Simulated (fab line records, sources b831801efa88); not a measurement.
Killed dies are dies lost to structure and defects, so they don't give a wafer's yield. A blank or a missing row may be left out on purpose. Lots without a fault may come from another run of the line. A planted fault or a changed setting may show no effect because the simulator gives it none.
A struck lot beside a sound one | flow gf180mcu | 15 steps out of a route of 602
Sound: wafers L974.3, L974.4, L974.5. Struck: wafers L982.1, L982.2, L982.3. The cause comes at the end.
At each step with rows: each side's tool, then ch and its chambers, then its first start. Under that, the readings that differ: sound wafers | struck wafers | difference of the means | sigmas: that difference in standard deviations of wafers without a fault.
alike: readings whose means differ by less than 2 such deviations, and words and numbers that are the same on both sides. not compared: withheld readings, readings that some wafer has no value for, bounds like >300 that may hide the same value, and numbers for which the record gives no deviation and whose values overlap.
The two part at a step that has a row with sigmas, a row that says differs or no value, or rows on one side only. Numbers that don't overlap but have no deviation are shown without sigmas and don't part them. A reading that every wafer of one side lacks parts them only if that side has two wafers or more.

first, 1 step without rows for these wafers: GF_V1_ETCH_16 (etches BARC in N2/H2).
GF_V1_ETCH_17: etches SiO2 in C4F8/O2/Ar, stops on TiN, target depth 630 nm.
  sound on rie_diel-03 ch 1,3; struck on rie_diel-04 ch 0,1,2
  alike: oes_product_au
GF_V1_STRIP_18: strips in O2/N2.
  sound on plasma_asher-01 ch 0,1, day 19 13:42; struck on plasma_asher-02 ch 0,1, day 22 09:58
  reading                     | sound       | struck      | difference | sigmas
  drypump_motor_current_A (A) | 5.3 5.2 5.2 | 6.1 6.4 6.2 | +1.0       | +2
  alike: heater_power_w, oes_product_au
  not compared: rf_hours_counter_h
then, 2 steps without rows for these wafers: GF_V1_STRIP_19 (strips in post etch residue remover, time 1200 s); GF_V1_CLEAN_20 (cleans in DIW).
GF_V1_SPUTTER_21: material Ti, target thk 15 nm, time 80.02 s.
  sound on pvd_sputter-02, day 19 14:12; struck on pvd_sputter-02, day 22 10:31
  alike: cathode_dc_power_W, substrate_temp_c, throttle_valve_pct
then, 2 steps without rows for these wafers: GF_V1_SPUTTER_22 (material TiN, target thk 10 nm, time 40 s); GF_V1_CVD_23 (deposits W, target thk 350 nm, time 105.05 s).
GF_V1_RS_MEAS_24: measures by four-point-probe.
  sound on film_metro-03, day 19 14:28; struck on film_metro-01, day 22 10:44
  alike: V1_W_RS
GF_V1_THK_MEAS_25: measures by xrf.
  sound on film_metro-03, day 19 14:34; struck on film_metro-01, day 22 10:52
  alike: V1_W_THK
then, 1 step without rows for these wafers: GF_V1_CMP_26 (polishes, stops on SiO2, t overpolish 15 s, target thk 0 nm).
GF_M2_SPUTTER_00: material Ti, target thk 37.5 nm, time 150 s.
  sound on pvd_sputter-01, day 19 15:11; struck on pvd_sputter-04, day 22 11:13
  alike: cathode_dc_power_W, substrate_temp_c, throttle_valve_pct
GF_M2_SPUTTER_01: material TiN, target thk 30 nm, time 25 s.
  sound on pvd_sputter-01, day 19 15:17; struck on pvd_sputter-04, day 22 11:19
  reading                                | sound            | struck            | difference | sigmas
  model.TiN_of_M2_SPUTTER_01.thk_nm (nm) | 29.8 30.59 30.45 | 44.02 43.79 44.05 | +13.67     |
  alike: cathode_dc_power_W, throttle_valve_pct
GF_M2_SPUTTER_02: material AlCu, target thk 450 nm, time 23.9 s.
  sound on pvd_sputter-01, day 19 15:19; struck on pvd_sputter-04, day 22 11:21
  alike: cathode_dc_power_W, throttle_valve_pct
GF_PASSIVATION_PROBE_99:
  the record has rows for the sound wafers here (prober-01, day 30 04:25) and none for the struck ones

WHERE THEY PART
First at GF_V1_STRIP_18; last, within this record, at GF_PASSIVATION_PROBE_99.

WHY: what the simulator had put in
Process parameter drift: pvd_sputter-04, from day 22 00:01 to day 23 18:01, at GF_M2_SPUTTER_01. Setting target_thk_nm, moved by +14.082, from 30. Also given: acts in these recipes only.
